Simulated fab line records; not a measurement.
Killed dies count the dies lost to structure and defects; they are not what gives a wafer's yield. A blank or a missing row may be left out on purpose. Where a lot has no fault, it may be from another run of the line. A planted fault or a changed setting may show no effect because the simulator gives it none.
Which tool was responsible? -- flow sky130 -- 14 lots, 42 wafers sampled, at 2 steps of a route of 708

== WHAT THE GAUGES SHOWED, per wafer ==
The record lacks any reading of a measuring or inspecting step that a usual standard deviation could be used to judge.

== TOOL THAT RAN EACH LOT (tool first, then ch and the chambers of the sampled wafers, then the start) ==
lot,SKY_FIELD_ISO_OXIDATION_01,SKY_NWELL_CLEAN_00
L744,"furnace-02 ch 0, day 1 16:02","wet bench-04 ch 3, day 2 16:37"
L745,"furnace-02 ch 0, day 1 21:44","wet bench-03 ch 2, day 2 23:03"
L746,"furnace-01 ch 0, day 2 02:25","wet bench-02 ch 1, day 3 03:04"
L747,"furnace-01 ch 0, day 2 06:35","wet bench-02 ch 0, day 3 06:02"
L748,"furnace-02 ch 0, day 2 11:07","wet bench-02 ch 2, day 3 11:03"
L749,"furnace-01 ch 0, day 2 16:07","wet bench-02 ch 3, day 3 16:22"
L750,"furnace-02 ch 0, day 2 21:55","wet bench-04 ch 2, day 3 21:22"
L758,"furnace-02, day 4 13:07",-
L759,"furnace-02, day 4 18:44",-
L762,"furnace-01 ch 0, day 5 11:08","wet bench-03 ch 2, day 6 15:04"
L763,"furnace-02 ch 0, day 5 14:07","wet bench-02 ch 2, day 6 20:33"
L764,"furnace-01 ch 0, day 5 19:48","wet bench-04 ch 2, day 7 03:20"
L765,"furnace-02 ch 0, day 6 00:59","wet bench-02 ch 2, day 7 11:44"
L766,"furnace-02 ch 0, day 6 06:36","wet bench-03 ch 0, day 7 22:26"
- SKY_FIELD_ISO_OXIDATION_01: stabilise 600 s, purge 300 s, target thk 12 nm.
- SKY_NWELL_CLEAN_00: cleans in SC1/SC2, time 150 s.

== AS READ BY THE TOOLS THEMSELVES (means over the sampled wafers that have a number; for cases with no such wafer, the mark the record gives instead) ==
SKY_FIELD_ISO_OXIDATION_01. Usual: ox temp c 900.0 C, standard deviation 0.41; ox temp c max 904.6, standard deviation 0.97; spike tc upper C 901.2 C, standard deviation 1; zone power bottom pct 26.2 %, standard deviation 2.4.
lot,tool,ox temp c (C),ox temp c max,spike tc upper C (C),zone power bottom pct (%),flag
L744,furnace-02,900.0,904.3,900.9,23.9,
L745,furnace-02,899.6,904.0,901.5,24.0,
L746,furnace-01,899.6,904.2,901.6,29.0,
L747,furnace-01,899.8,904.4,900.9,28.9,
L748,furnace-02,899.9,904.0,901.0,24.1,
L749,furnace-01,899.4,904.6,901.6,29.3,
L750,furnace-02,900.1,904.2,900.8,24.1,
L758,furnace-02,-,-,-,-,OFF
L759,furnace-02,-,-,-,-,OFF
L762,furnace-01,900.1,906.3,901.2,29.1,
L763,furnace-02,900.3,904.5,900.5,23.9,
L764,furnace-01,900.4,905.8,901.8,29.0,
L765,furnace-02,900.6,904.9,900.6,24.3,
L766,furnace-02,899.5,903.8,902.1,24.3,

== THE ANSWER, worked out from the rows above alone ==
Rule: a lot counts as off when the mean over its wafers that have a number is more than 3 standard deviations away from the usual mean. A lot without any number at a reading at which 4 lots or more have one is off too. All remaining lots with rows at the step are treated as sound. First the gauges in route order, then the tools' own readings, where a lot's mean is used as printed above. At the first step where some lot is off, the reading lying furthest off is the one used; lots without a number count as furthest.
Off: L758, L759 (SKY_FIELD_ISO_OXIDATION_01, ox temp c). Without a number there: L758, L759.
If a tool, at that step or one of the process steps before it, ran each lot that is off and ran no sound lot following the first of them, it fits. Not one of the candidates tried fits.

== WHAT THE SIMULATOR HAD INSERTED ==
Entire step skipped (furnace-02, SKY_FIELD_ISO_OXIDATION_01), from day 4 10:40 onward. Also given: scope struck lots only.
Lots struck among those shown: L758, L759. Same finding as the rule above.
